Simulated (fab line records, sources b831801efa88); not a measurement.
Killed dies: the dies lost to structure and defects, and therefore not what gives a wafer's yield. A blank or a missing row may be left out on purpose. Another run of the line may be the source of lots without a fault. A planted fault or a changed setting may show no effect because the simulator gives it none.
Split-lot trial ; flow gf180mcu ; on a route of 602 steps: 5 lots, 23 wafers read

## THE SPLIT ITSELF
At GF_SALICIDE_SPUTTER_03 (material TiN, target thk 20 nm, time 16.7 s), the setting power-w was moved away from the recipe's 6500 W on 10 of the 23 wafers read, by -6.3% to +10.9%. This setting was run at the recipe's value on the other wafers.

The file shows no step between the split and the reading.

## THE READING
SALICIDE_TIN_THK, in nm, at GF_SALICIDE_THK_MEAS_05 (measures by xrf). On this fab line, fault-free wafers typically give 19.80 nm with a standard deviation of 0.25 nm.

wafer;tool, chamber at the split;power-w as run, W;against the recipe;SALICIDE_TIN_THK, nm;against lot-mates on the recipe
L074.1;pvd-sputter-02, -;6500;recipe;20.01;-
L074.3;pvd-sputter-02, -;6089;-6.3%;18.25;-1.73
L074.4;pvd-sputter-02, -;6089;-6.3%;18.72;-1.26
L074.5;pvd-sputter-02, -;6089;-6.3%;18.67;-1.31
L074.6;pvd-sputter-02, -;6500;recipe;19.95;-
L076.1;pvd-sputter-02, -;6756;+3.9%;20.59;+0.50
L076.2;pvd-sputter-02, -;6756;+3.9%;20.98;+0.89
L076.4;pvd-sputter-02, -;6500;recipe;19.96;-
L076.5;pvd-sputter-02, -;6500;recipe;20.22;-
L076.6;pvd-sputter-02, -;6756;+3.9%;20.59;+0.50
L077.1;pvd-sputter-02, -;6127;-5.7%;18.21;-1.26
L077.2;pvd-sputter-02, -;6500;recipe;19.47;-
L077.3;pvd-sputter-02, -;6500;recipe;19.35;-
L077.4;pvd-sputter-02, -;6127;-5.7%;18.40;-1.07
L077.5;pvd-sputter-02, -;6500;recipe;19.59;-
L079.1;pvd-sputter-02, -;6500;recipe;19.55;-
L079.2;pvd-sputter-02, -;6500;recipe;19.86;-
L079.5;pvd-sputter-02, -;6500;recipe;19.84;-
L082.1;pvd-sputter-04, -;6500;recipe;19.92;-
L082.2;pvd-sputter-04, -;7211;+10.9%;21.99;+2.23
L082.4;pvd-sputter-04, -;6500;recipe;19.68;-
L082.5;pvd-sputter-04, -;7211;+10.9%;21.81;+2.05
L082.6;pvd-sputter-04, -;6500;recipe;19.68;-

FIT RESULTS
A straight line over all 23 wafers: SALICIDE_TIN_THK changes by +0.207 nm for each +1% of power-w; r = +0.97; the points scatter about the line by 0.25 nm.
The same after taking each lot's own level away (the mean of its wafers on the recipe; 23 wafers): +0.201 nm for each +1%; r = +0.99; scatter 0.16 nm.
That fit puts the effect of the largest move of power-w on the reading at 2.2 nm.
The span of the lots' own levels, 19.470 to 20.090 nm, comes to 2.5 times the standard deviation stated above.
The two slopes agree, so the slope changes little with the lot-to-lot level.
Check: with one of the wafers moved furthest among these (+10.9%) left out of the fit, the line predicts +2.12 nm for it against its lot-mates. Against them it came out at +2.23 nm.

## FURTHER SPLITS ON THESE WAFERS
Note: prior to the reading, these wafers also went through further splits. Each is held against what the fit with the lots' levels taken away leaves over:
other split on the same wafers;wafers away from the commonest value;r with SALICIDE_TIN_THK (lot level and that fit taken away)
GF_SAB_DEVELOP_08 dev-temp-c;4;-0.24
GF_SALICIDE_SPUTTER_02 power-w;4;+0.11

## THE WHOLE CHAIN: every reading that the file lists as answering this split, in the file's order
step;what it does;reading;change (the file's fit);r (the file's)
GF_SALICIDE_SPUTTER_03;material TiN, target thk 20 nm, time 16.7 s;TiN_of_SALICIDE_SPUTTER_03.thk-nm (the simulator's own value, which no gauge read);+0.201 nm for each +1% of the setting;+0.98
GF_SALICIDE_THK_MEAS_05;measures by xrf;SALICIDE_TIN_THK;+0.2 for each +1% of the setting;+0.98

## THE FILE'S OWN FIT
SALICIDE_TIN_THK changes by +0.2 nm for each +1% of power-w, r = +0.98.
